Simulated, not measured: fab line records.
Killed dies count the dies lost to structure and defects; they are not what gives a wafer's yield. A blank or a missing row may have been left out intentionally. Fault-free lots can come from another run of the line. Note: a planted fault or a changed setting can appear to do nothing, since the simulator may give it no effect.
fab line records | flow sky130
[record] lots = 5 | wafers = 15 | lastDay = 51
route steps=708 shown VIA2@516 METAL3@532
lots that met no fault: from a run of the same line without faults
startH: hours from the record's opening day to when the first of the lot's shown wafers began | waitH: hours from the lot's prior step to this one | " unchanged from the row above | L1.1+2: several wafers, shown together as one row | - value missing, or start not given | * or withheld: withheld | < > ~ a bound
route shown NAME@n: NAME is a module with steps in the file, n the number in the route of the first one | usual: the fault-free wafers' mean and standard deviation | same: alike in all rows | chamber/n: place in a boat | sites: each site's reading | _std_site: the standard deviation of these | _edge_site: inner sites' mean taken away from outer sites' mean | radiusMm: for every site, how far away it sits from the centre of the wafer | mask NAME#n: copy n | behind: the most recent tool/chamber to have shaped the wafer | hold: why the lot was held/for how many hours/how that ended | device: which transistor (n, p or np) failed to switch | end of line: tests of these same wafers at the route's end | step lacking rows: just its recipe | killed: at the first sort, the dies lost to defects and structure; wafer yield is something else | map: shows each die of a wafer: x if killed, . if not, _ if none is there
set.NAME: setting as actually run; set.NAME@STEP: the setting as run at that earlier step | model.NAME: the simulator's own value behind a step, which no gauge read
a table for each step, a row for each wafer; lots at some steps of the route
services: from which hour (startH, from the record's first day; less than 0 if before it) a tool's chamber was out of use, for how many hours, and why
[[steps]]
[step SKY_VIA2_EXPOSE_09]
[recipe] maskId = VIM2 | na = 0.8 | sourceShape = annular | sigmaInner = 0.55 | sigmaOuter = 0.85 | targetCdNm = 200 | doseMj = 38
[usual] focusOffsetNm = 0.0/0.56
[same] na = 0.8
lot.wafer | tool          | chamber | startH | waitH | mask   | focusOffsetNm
L078.2    | krfScanner-02 | 0       | -      | -     | VIM2#0 | 0.1
L078.3    | "             | 0       | "      | "     | VIM2#0 | -0.7
L078.4    | "             | 0       | "      | "     | VIM2#0 | 0.2
L080.1    | krfScanner-01 | 0       | -      | -     | VIM2#0 | 0.1
L080.5    | "             | 0       | "      | "     | VIM2#0 | 0.0
L080.6    | "             | 0       | "      | "     | VIM2#0 | 0.1
L090.1    | krfScanner-01 | 0       | -      | -     | VIM2#0 | -0.7
L090.3    | "             | 0       | "      | "     | VIM2#0 | -0.1
L090.4    | "             | 0       | "      | "     | VIM2#0 | -0.8
L092.2    | krfScanner-02 | 0       | -      | -     | VIM2#0 | 0.4
L092.4    | "             | 0       | "      | "     | VIM2#0 | 0.4
L092.5    | "             | 0       | "      | "     | VIM2#0 | 0.3
L095.1    | krfScanner-01 | 0       | -      | -     | VIM2#0 | -1.0
L095.2    | "             | 0       | "      | "     | VIM2#0 | 0.2
L095.3    | "             | 0       | "      | "     | VIM2#0 | 0.2
[step SKY_VIA2_PEB_10]
[recipe] pebTempC = withheld | pebTimeS = withheld | resist = KrF-thick
[usual] chillPlateTempC = *
lot.wafer | tool          | chamber | startH | waitH | chillPlateTempC
L078.2    | lithoTrack-02 | 0       | -      | -     | *
L078.3    | "             | 0       | "      | "     | *
L078.4    | "             | 0       | "      | "     | *
L080.1    | lithoTrack-03 | 0       | -      | -     | *
L080.5    | "             | 0       | "      | "     | *
L080.6    | "             | 0       | "      | "     | *
L090.1    | lithoTrack-02 | 0       | -      | -     | *
L090.3    | "             | 0       | "      | "     | *
L090.4    | "             | 0       | "      | "     | *
L092.2    | lithoTrack-03 | 0       | -      | -     | *
L092.4    | "             | 0       | "      | "     | *
L092.5    | "             | 0       | "      | "     | *
L095.1    | lithoTrack-03 | 0       | -      | -     | *
L095.2    | "             | 0       | "      | "     | *
L095.3    | "             | 0       | "      | "     | *
[step SKY_VIA2_DEVELOP_11]
[recipe] developTimeS = 60 | resist = KrF-thick | devTempC = 21
[usual] chillPlateTempC = 23.00/0.11
lot.wafer | tool          | chamber | startH | waitH | chillPlateTempC
L078.2    | lithoTrack-02 | 0       | -      | -     | 22.94
L078.3    | "             | 0       | "      | "     | 23.17
L078.4    | "             | 0       | "      | "     | 23.11
L080.1    | lithoTrack-03 | 0       | -      | -     | 23.07
L080.5    | "             | 0       | "      | "     | 22.94
L080.6    | "             | 0       | "      | "     | 22.98
L090.1    | lithoTrack-02 | 0       | -      | -     | 22.89
L090.3    | "             | 0       | "      | "     | 22.94
L090.4    | "             | 0       | "      | "     | 22.89
L092.2    | lithoTrack-03 | 0       | -      | -     | 23.06
L092.4    | "             | 0       | "      | "     | 23.15
L092.5    | "             | 0       | "      | "     | 22.97
L095.1    | lithoTrack-03 | 0       | -      | -     | 22.97
L095.2    | "             | 0       | "      | "     | 23.17
L095.3    | "             | 0       | "      | "     | 22.93
[step SKY_VIA2_CD_MEAS_12]
[recipe] targetCdNm = 200
[usual] cdNm = 200.7/1.3
lot.wafer | tool     | chamber | startH  | waitH | cdNm
L078.2    | cdSem-01 | -       | 911.82  | -     | 200.4
L078.3    | "        | -       | "       | "     | 199.2
L078.4    | "        | -       | "       | "     | 199.7
L080.1    | cdSem-01 | -       | 926.81  | -     | 199.9
L080.5    | "        | -       | "       | "     | 200.7
L080.6    | "        | -       | "       | "     | 199.4
L090.1    | cdSem-01 | -       | 1005.05 | -     | 199.6
L090.3    | "        | -       | "       | "     | 200.7
L090.4    | "        | -       | "       | "     | 199.7
L092.2    | cdSem-01 | -       | 1009.18 | -     | 201.6
L092.4    | "        | -       | "       | "     | 200.3
L092.5    | "        | -       | "       | "     | 199.5
L095.1    | cdSem-01 | -       | 1028.11 | -     | 200.5
L095.2    | "        | -       | "       | "     | 201.9
L095.3    | "        | -       | "       | "     | 199.2
[step SKY_VIA2_OVL_MEAS_13]
[usual] VIA2_OVL = 0/4.9
lot.wafer | tool       | chamber | startH  | waitH | VIA2_OVL[nm]
L078.2    | overlay-02 | -       | 911.93  | 0.1   | -3
L078.3    | "          | -       | "       | "     | -6
L078.4    | "          | -       | "       | "     | -4
L080.1    | overlay-02 | -       | 926.93  | 0.1   | 6
L080.5    | "          | -       | "       | "     | -3
L080.6    | "          | -       | "       | "     | 6
L090.1    | overlay-02 | -       | 1005.17 | 0.1   | 3
L090.3    | "          | -       | "       | "     | 1
L090.4    | "          | -       | "       | "     | -3
L092.2    | overlay-02 | -       | 1009.29 | 0.1   | -3
L092.4    | "          | -       | "       | "     | 3
L092.5    | "          | -       | "       | "     | 2
L095.1    | overlay-02 | -       | 1028.23 | 0.1   | 3
L095.2    | "          | -       | "       | "     | -9
L095.3    | "          | -       | "       | "     | -4
[step SKY_VIA2_ETCH_14]
[recipe] chemistry = N2/H2 | target = BARC | ionEnergyEv = 200 | sourceW = 500 | biasW = 100 | pressureMtorr = 30 | n2FlowSccm = 100 | h2FlowSccm = 200 | stopOn = SiO2 | timeS = 45.9 | targetDepthA = 600
[usual] drypumpMotorCurrentA = 5.8/0.46 | oesProductAu = 0.855/0.0052 | throttleValvePct = 13.224/0.0095
lot.wafer | tool       | chamber | startH  | waitH | drypumpMotorCurrentA | oesProductAu | rfHoursCounterH | throttleValvePct
L078.2    | rieDiel-03 | 3       | 911.96  | 0.0   | 5.1                  | 0.857        | 15              | 13.214
L078.3    | "          | 0       | "       | "     | 6.0                  | 0.859        | 17              | 13.225
L078.4    | "          | 2       | "       | "     | 5.6                  | 0.861        | 19              | 13.215
L080.1    | rieDiel-04 | 0       | 926.97  | 0.0   | 6.7                  | 0.859        | 18              | 13.240
L080.5    | "          | 1       | "       | "     | 6.5                  | 0.852        | -               | 13.239
L080.6    | "          | 2       | "       | "     | 6.5                  | 0.856        | -               | 13.229
L090.1    | rieDiel-01 | 3       | 1005.21 | 0.0   | 6.3                  | 0.851        | 16              | 13.226
L090.3    | "          | 0       | "       | "     | 5.9                  | 0.847        | 16              | 13.226
L090.4    | "          | 1       | "       | "     | 5.8                  | 0.850        | 0               | 13.227
L092.2    | rieDiel-03 | 3       | 1009.32 | 0.0   | 5.1                  | 0.859        | 18              | 13.216
L092.4    | "          | 1       | "       | "     | 5.5                  | 0.854        | 16              | 13.232
L092.5    | "          | 1       | "       | "     | 5.5                  | 0.857        | -               | 13.218
L095.1    | rieDiel-04 | 0       | 1028.27 | 0.0   | 6.7                  | 0.857        | 20              | 13.232
L095.2    | "          | 2       | "       | "     | 6.5                  | 0.857        | 18              | 13.222
L095.3    | "          | 3       | "       | "     | 5.0                  | 0.863        | 5               | 13.231
[step SKY_VIA2_ETCH_15]
[recipe] target = SiO2 | chemistry = C4F8/O2/Ar | targetDepthNm = 546 | stopOn = TiN | maskMaterial = KrF-thick | sourceW = 1500 | biasW = 1200 | pressureMtorr = 40 | c4f8FlowSccm = withheld | O2_flow_sccm = 6 | Ar_flow_sccm = 300 | timeS = 84
[usual] oesProductAu = 0.940/0.0044
lot.wafer | tool       | chamber | startH  | waitH | oesProductAu | rfHoursCounterH
L078.2    | rieDiel-03 | 3       | 912.00  | 0.0   | 0.944        | 15
L078.3    | "          | 0       | "       | "     | 0.942        | 17
L078.4    | "          | 2       | "       | "     | 0.946        | 19
L080.1    | rieDiel-04 | 0       | 927.01  | 0.0   | 0.939        | 18
L080.5    | "          | 1       | "       | "     | 0.940        | -
L080.6    | "          | 2       | "       | "     | 0.949        | -
L090.1    | rieDiel-01 | 3       | 1005.25 | 0.0   | 0.941        | 16
L090.3    | "          | 0       | "       | "     | 0.938        | 16
L090.4    | "          | 1       | "       | "     | 0.941        | 0
L092.2    | rieDiel-03 | 3       | 1009.36 | 0.0   | 0.941        | 18
L092.4    | "          | 1       | "       | "     | 0.943        | 16
L092.5    | "          | 1       | "       | "     | 0.936        | -
L095.1    | rieDiel-04 | 0       | 1028.31 | 0.0   | 0.941        | 20
L095.2    | "          | 2       | "       | "     | 0.940        | 18
L095.3    | "          | 3       | "       | "     | 0.942        | 5
[step SKY_VIA2_STRIP_16]
[recipe] chemistry = O2/N2 | powerW = 1400 | pressureMtorr = 1500 | platenTempC = withheld | o2FlowSccm = 3000 | n2FlowSccm = 300 | overashFraction = 0.5
[usual] drypumpMotorCurrentA = 6.0/0.37 | oesProductAu = 0.399/0.0046 | stripTimeToEndpointS = 4.05/0.03
[same] overashFraction = 0.5
lot.wafer | tool           | chamber | startH  | waitH | drypumpMotorCurrentA | oesProductAu | rfHoursCounterH | stripTimeToEndpointS
L078.2    | plasmaAsher-01 | 1       | 912.06  | 0.0   | 6.2                  | 0.399        | 52              | 4.11
L078.3    | "              | 1       | "       | "     | 6.2                  | 0.394        | -               | 4.06
L078.4    | "              | 0       | "       | "     | 5.4                  | 0.400        | -               | 4.08
L080.1    | plasmaAsher-04 | 0       | 927.08  | 0.0   | 5.9                  | 0.397        | 109             | 4.02
L080.5    | "              | 0       | "       | "     | 5.9                  | 0.407        | -               | 4.09
L080.6    | "              | 1       | "       | "     | 6.5                  | 0.399        | -               | 4.07
L090.1    | plasmaAsher-03 | 1       | 1005.31 | 0.0   | 6.3                  | 0.396        | 87              | 4.05
L090.3    | "              | 0       | "       | "     | 5.6                  | 0.390        | -               | 4.02
L090.4    | "              | 1       | "       | "     | 6.3                  | 0.403        | -               | 4.10
L092.2    | plasmaAsher-01 | 1       | 1009.43 | 0.0   | 6.2                  | 0.397        | 61              | 4.11
L092.4    | "              | 0       | "       | "     | 5.4                  | 0.396        | -               | 4.05
L092.5    | "              | 1       | "       | "     | 6.2                  | 0.402        | -               | 4.05
L095.1    | plasmaAsher-03 | 1       | 1028.38 | 0.0   | 6.2                  | 0.394        | 90              | 3.98
L095.2    | "              | 0       | "       | "     | 5.6                  | 0.403        | 90              | 4.06
L095.3    | "              | 1       | "       | "     | 6.3                  | 0.399        | -               | 4.06
[step SKY_VIA2_STRIP_17]
[recipe] chemistry = postEtchResidueRemover | timeS = 1200 | tempC = 72.5
lot.wafer  | tool        | chamber | startH  | waitH
L078.2+3+4 | wetBench-02 | 1       | 912.16  | 0.1
L080.1+5+6 | wetBench-04 | 0       | 927.18  | 0.1
L090.1+3+4 | wetBench-02 | 0       | 1005.41 | 0.1
L092.2+4+5 | wetBench-02 | 2       | 1009.53 | 0.1
L095.1+2+3 | wetBench-03 | 3       | 1028.48 | 0.1
[step SKY_VIA2_CLEAN_18]
[recipe] chemistry = IPA | timeS = 180 | tempC = 25
lot.wafer  | tool        | chamber | startH  | waitH
L078.2+3+4 | wetBench-04 | 3       | 912.50  | 0.0
L080.1+5+6 | wetBench-02 | 0       | 927.52  | 0.0
L090.1+3+4 | wetBench-03 | 1       | 1005.82 | 0.0
L092.2+4+5 | wetBench-03 | 1       | 1009.87 | 0.0
L095.1+2+3 | wetBench-02 | 2       | 1028.82 | 0.0
[step SKY_VIA2_CLEAN_19]
[recipe] chemistry = O3/DIW | dry = n2Spin
lot.wafer  | tool        | chamber | startH  | waitH
L078.2+3+4 | wetBench-03 | 1       | 912.57  | 0.0
L080.1+5+6 | wetBench-03 | 0       | 927.58  | 0.0
L090.1+3+4 | wetBench-04 | 2       | 1005.88 | 0.0
L092.2+4+5 | wetBench-04 | 3       | 1009.93 | 0.0
L095.1+2+3 | wetBench-04 | 1       | 1028.88 | 0.0
[step SKY_VIA2_SPUTTER_20]
[recipe] material = TiN | targetThkNm = 20 | chamberPressurePa = 5 | powerW = 4000 | timeS = 80
[usual] throttleValvePct = 30.2/1.2
lot.wafer | tool          | chamber | startH  | waitH | throttleValvePct
L078.2    | pvdSputter-03 | -       | 912.66  | 0.0   | 28.1
L078.3    | "             | -       | "       | "     | 28.1
L078.4    | "             | -       | "       | "     | 29.9
L080.1    | pvdSputter-03 | -       | 927.67  | 0.0   | 30.2
L080.5    | "             | -       | "       | "     | 30.0
L080.6    | "             | -       | "       | "     | 30.0
L090.1    | pvdSputter-01 | -       | 1005.97 | 0.0   | 31.0
L090.3    | "             | -       | "       | "     | 31.2
L090.4    | "             | -       | "       | "     | 31.4
L092.2    | pvdSputter-01 | -       | 1010.02 | 0.0   | 31.1
L092.4    | "             | -       | "       | "     | 31.0
L092.5    | "             | -       | "       | "     | 31.1
L095.1    | pvdSputter-02 | -       | 1028.97 | 0.0   | 28.6
L095.2    | "             | -       | "       | "     | 30.6
L095.3    | "             | -       | "       | "     | 29.6
[step SKY_VIA2_CVD_21]
[recipe] material = W | targetThkNm = 420 | timeS = 126.4 | tempC = 400 | pressureTorr = 40
[usual] heaterPowerW = 904/88
lot.wafer | tool    | chamber | startH  | waitH | heaterPowerW
L078.2    | cvdW-01 | 0       | 912.72  | 0.0   | 995
L078.3    | "       | 0       | "       | "     | 1006
L078.4    | "       | 1       | "       | "     | 871
L080.1    | cvdW-01 | 0       | 927.73  | 0.0   | 1003
L080.5    | "       | 0       | "       | "     | 1006
L080.6    | "       | 1       | "       | "     | 898
L090.1    | cvdW-01 | 1       | 1006.03 | 0.0   | 918
L090.3    | "       | 1       | "       | "     | 894
L090.4    | "       | 0       | "       | "     | 991
L092.2    | cvdW-02 | 0       | 1010.08 | 0.0   | 744
L092.4    | "       | 1       | "       | "     | 926
L092.5    | "       | 1       | "       | "     | 896
L095.1    | cvdW-02 | 1       | 1029.03 | 0.0   | 907
L095.2    | "       | 0       | "       | "     | 744
L095.3    | "       | 1       | "       | "     | 910
[step SKY_VIA2_RS_MEAS_22]
[recipe] thkMeasGauge = four-point-probe | reads = W_of_VIA2_CVD_21+TiN_of_VIA2_SPUTTER_20
[usual] VIA2_W_RS = 0.274/0.0035
lot.wafer | tool         | chamber | startH  | waitH | VIA2_W_RS[ohm/sq]
L078.2    | filmMetro-04 | -       | 912.87  | 0.1   | 0.270
L078.3    | "            | -       | "       | "     | 0.270
L078.4    | "            | -       | "       | "     | 0.274
L080.1    | filmMetro-02 | -       | 927.86  | 0.1   | 0.271
L080.5    | "            | -       | "       | "     | 0.273
L080.6    | "            | -       | "       | "     | 0.276
L090.1    | filmMetro-01 | -       | 1006.16 | 0.1   | 0.274
L090.3    | "            | -       | "       | "     | 0.274
L090.4    | "            | -       | "       | "     | 0.271
L092.2    | filmMetro-01 | -       | 1010.23 | 0.1   | 0.273
L092.4    | "            | -       | "       | "     | 0.273
L092.5    | "            | -       | "       | "     | 0.274
L095.1    | filmMetro-02 | -       | 1029.16 | 0.1   | 0.273
L095.2    | "            | -       | "       | "     | 0.273
L095.3    | "            | -       | "       | "     | 0.272
[step SKY_VIA2_THK_MEAS_23]
[recipe] thkMeasGauge = xrf | reads = W_of_VIA2_CVD_21
[usual] VIA2_W_THK = 438/6.7
lot.wafer | tool         | chamber | startH  | waitH | VIA2_W_THK[nm]
L078.2    | filmMetro-04 | -       | 912.98  | 0.1   | 442
L078.3    | "            | -       | "       | "     | 444
L078.4    | "            | -       | "       | "     | 439
L080.1    | filmMetro-02 | -       | 927.98  | 0.1   | 436
L080.5    | "            | -       | "       | "     | 435
L080.6    | "            | -       | "       | "     | 431
L090.1    | filmMetro-01 | -       | 1006.28 | 0.1   | 438
L090.3    | "            | -       | "       | "     | 439
L090.4    | "            | -       | "       | "     | 442
L092.2    | filmMetro-01 | -       | 1010.34 | 0.1   | 434
L092.4    | "            | -       | "       | "     | 437
L092.5    | "            | -       | "       | "     | 433
L095.1    | filmMetro-02 | -       | 1029.28 | 0.1   | 439
L095.2    | "            | -       | "       | "     | 438
L095.3    | "            | -       | "       | "     | 439
[step SKY_VIA2_CMP_24]
[recipe] stopOn = SiO2 | tOverpolishS = 20 | downForcePsi = 3.5 | platenRpm = 60 | targetThkNm = 0 | padVelocityMS = 0.94248
[usual] motorCurrentA = 11.2/1.1 | overpolishRunS = 19.999/0.0099 | timeToEndpointS = 100/4
lot.wafer | tool   | chamber | startH  | waitH | motorCurrentA | overpolishRunS | timeToEndpointS
L078.3    | cmp-01 | 1       | 913.03  | 0.0   | 10.7          | 20.006         | 103
L078.2    | "      | 3       | "       | "     | 10.4          | 20.005         | 106
L078.4    | "      | 0       | "       | "     | 10.8          | 20.005         | 94
L080.1    | cmp-01 | 3       | 928.09  | 0.1   | 10.1          | 20.004         | 103
L080.5    | "      | 2       | "       | "     | 10.3          | 20.012         | 101
L080.6    | "      | 3       | "       | "     | 10.5          | 19.984         | 97
L090.1    | cmp-02 | 3       | 1006.34 | 0.1   | 13.3          | 19.988         | 103
L090.4    | "      | 0       | "       | "     | 10.5          | 19.992         | 99
L090.3    | "      | 1       | "       | "     | 12.6          | 20.008         | 103
L092.4    | cmp-02 | 1       | 1010.44 | 0.1   | 12.2          | 19.990         | 104
L092.2    | "      | 3       | "       | "     | 12.9          | 20.008         | 103
L092.5    | "      | 0       | "       | "     | 10.5          | 19.982         | 98
L095.2    | cmp-01 | 3       | 1029.39 | 0.1   | 9.9           | 20.007         | 109
L095.3    | "      | 0       | "       | "     | 10.9          | 20.004         | 100
L095.1    | "      | 1       | "       | "     | 10.5          | 20.001         | 104
[step SKY_METAL3_SPUTTER_00]
[recipe] material = Ti | targetThkNm = 15 | powerW = 3000 | timeS = 10 | chamberPressurePa = 0.4
[usual] throttleValvePct = 30.0/1.1
lot.wafer | tool          | chamber | startH  | waitH | throttleValvePct
L078.2    | pvdSputter-01 | -       | 913.33  | 0.1   | 31.8
L078.3    | "             | -       | "       | "     | 31.0
L078.4    | "             | -       | "       | "     | 31.2
L080.1    | pvdSputter-01 | -       | 928.34  | 0.2   | 31.8
L080.5    | "             | -       | "       | "     | 31.2
L080.6    | "             | -       | "       | "     | 31.2
L090.1    | pvdSputter-03 | -       | 1006.64 | 0.2   | 30.0
L090.3    | "             | -       | "       | "     | 29.8
L090.4    | "             | -       | "       | "     | 28.0
L092.2    | pvdSputter-04 | -       | 1010.69 | 0.1   | 30.1
L092.4    | "             | -       | "       | "     | 28.8
L092.5    | "             | -       | "       | "     | 29.4
L095.1    | pvdSputter-03 | -       | 1029.64 | 0.1   | 27.8
L095.2    | "             | -       | "       | "     | 30.1
L095.3    | "             | -       | "       | "     | 29.8
[step SKY_METAL3_SPUTTER_01]
[recipe] material = TiN | targetThkNm = 20 | powerW = 6500 | timeS = 16.7 | chamberPressurePa = 0.4
[usual] throttleValvePct = 30.0/1.1
lot.wafer | tool          | chamber | startH  | waitH | throttleValvePct
L078.2    | pvdSputter-01 | -       | 913.35  | 0.0   | 31.8
L078.3    | "             | -       | "       | "     | 30.8
L078.4    | "             | -       | "       | "     | 31.2
L080.1    | pvdSputter-01 | -       | 928.37  | 0.0   | 31.8
L080.5    | "             | -       | "       | "     | 31.3
L080.6    | "             | -       | "       | "     | 31.2
L090.1    | pvdSputter-03 | -       | 1006.66 | 0.0   | 30.3
L090.3    | "             | -       | "       | "     | 29.8
L090.4    | "             | -       | "       | "     | 28.1
L092.2    | pvdSputter-04 | -       | 1010.71 | 0.0   | 30.0
L092.4    | "             | -       | "       | "     | 29.0
L092.5    | "             | -       | "       | "     | 29.5
L095.1    | pvdSputter-03 | -       | 1029.66 | 0.0   | 28.2
L095.2    | "             | -       | "       | "     | 29.9
L095.3    | "             | -       | "       | "     | 29.5
[step SKY_METAL3_SPUTTER_02]
[recipe] material = AlCu | targetThkNm = 735 | powerW = 10600 | timeS = 39.1 | chamberPressurePa = 0.4
[usual] throttleValvePct = 30.0/1.1
lot.wafer | tool          | chamber | startH  | waitH | throttleValvePct
L078.2    | pvdSputter-01 | -       | 913.38  | 0.0   | 31.9
L078.3    | "             | -       | "       | "     | 31.4
L078.4    | "             | -       | "       | "     | 31.2
L080.1    | pvdSputter-01 | -       | 928.39  | 0.0   | 31.7
L080.5    | "             | -       | "       | "     | 31.2
L080.6    | "             | -       | "       | "     | 31.2
L090.1    | pvdSputter-03 | -       | 1006.69 | 0.0   | 29.9
L090.3    | "             | -       | "       | "     | 29.7
L090.4    | "             | -       | "       | "     | 28.1
L092.2    | pvdSputter-04 | -       | 1010.74 | 0.0   | 30.1
L092.4    | "             | -       | "       | "     | 28.7
L092.5    | "             | -       | "       | "     | 29.6
L095.1    | pvdSputter-03 | -       | 1029.69 | 0.0   | 27.9
L095.2    | "             | -       | "       | "     | 30.3
L095.3    | "             | -       | "       | "     | 29.3
[step SKY_METAL3_SPUTTER_03]
[recipe] material = Ti | targetThkNm = 5 | powerW = 3000 | timeS = 3.3 | chamberPressurePa = 0.4
[usual] throttleValvePct = 30.0/1.1
lot.wafer | tool          | chamber | startH  | waitH | throttleValvePct
L078.2    | pvdSputter-01 | -       | 913.42  | 0.0   | 31.7
L078.3    | "             | -       | "       | "     | 31.2
L078.4    | "             | -       | "       | "     | 31.1
L080.1    | pvdSputter-01 | -       | 928.43  | 0.0   | 31.8
L080.5    | "             | -       | "       | "     | 31.2
L080.6    | "             | -       | "       | "     | 31.4
L090.1    | pvdSputter-03 | -       | 1006.73 | 0.0   | 29.7
L090.3    | "             | -       | "       | "     | 29.8
L090.4    | "             | -       | "       | "     | 28.1
L092.2    | pvdSputter-04 | -       | 1010.78 | 0.0   | 29.9
L092.4    | "             | -       | "       | "     | 28.9
L092.5    | "             | -       | "       | "     | 29.5
L095.1    | pvdSputter-03 | -       | 1029.73 | 0.0   | 28.3
L095.2    | "             | -       | "       | "     | 29.9
L095.3    | "             | -       | "       | "     | 29.7
[step SKY_METAL3_SPUTTER_04]
[recipe] material = TiN | targetThkNm = 70 | powerW = 6500 | timeS = 58.3 | chamberPressurePa = 0.4
[usual] throttleValvePct = 29.9/1.1
lot.wafer | tool          | chamber | startH  | waitH | throttleValvePct
L078.2    | pvdSputter-01 | -       | 913.44  | 0.0   | 32.0
L078.3    | "             | -       | "       | "     | 31.0
L078.4    | "             | -       | "       | "     | 31.1
L080.1    | pvdSputter-01 | -       | 928.45  | 0.0   | 31.7
L080.5    | "             | -       | "       | "     | 31.3
L080.6    | "             | -       | "       | "     | 31.2
L090.1    | pvdSputter-03 | -       | 1006.75 | 0.0   | 30.3
L090.3    | "             | -       | "       | "     | 29.7
L090.4    | "             | -       | "       | "     | 28.0
L092.2    | pvdSputter-04 | -       | 1010.79 | 0.0   | 30.1
L092.4    | "             | -       | "       | "     | 28.8
L092.5    | "             | -       | "       | "     | 29.5
L095.1    | pvdSputter-03 | -       | 1029.74 | 0.0   | 27.8
L095.2    | "             | -       | "       | "     | 29.8
L095.3    | "             | -       | "       | "     | 29.5
[[services]]
tool           | chamber | startH  | hours | kind
cmp-02         | -       | 876.07  | 0.5   | repair
plasmaAsher-01 | -       | 884.84  | 2.0   | repair
krfScanner-02  | -       | 885.75  | 4.0   | pm
rieDiel-04     | 1       | 890.49  | 6.2   | repair
rieDiel-01     | -       | 890.82  | 0.4   | repair
rieDiel-04     | 2       | 891.64  | 1.2   | repair
cvdW-02        | -       | 904.00  | 14.0  | pm
cvdW-01        | 1       | 904.66  | 3.4   | repair
cmp-02         | -       | 907.53  | 3.5   | repair
krfScanner-02  | -       | 909.14  | 1.3   | pm
cmp-01         | -       | 915.85  | 4.0   | pm
krfScanner-01  | -       | 933.86  | 0.8   | pm
cmp-01         | -       | 941.23  | 4.9   | pm
krfScanner-01  | -       | 942.19  | 0.8   | repair
krfScanner-01  | -       | 956.16  | 0.5   | repair
cmp-01         | -       | 963.10  | 5.9   | pm
cmp-01         | -       | 975.45  | 0.4   | repair
cvdW-01        | 1       | 980.40  | 10.8  | repair
krfScanner-01  | -       | 980.56  | 6.7   | repair
cvdW-01        | -       | 986.69  | 6.9   | pm
krfScanner-01  | -       | 987.24  | 1.0   | pm
rieDiel-04     | -       | 995.91  | 28.1  | pm
krfScanner-01  | -       | 1019.08 | 2.5   | repair
pvdSputter-03  | -       | 1019.54 | 3.4   | repair
[[key]]
fault none
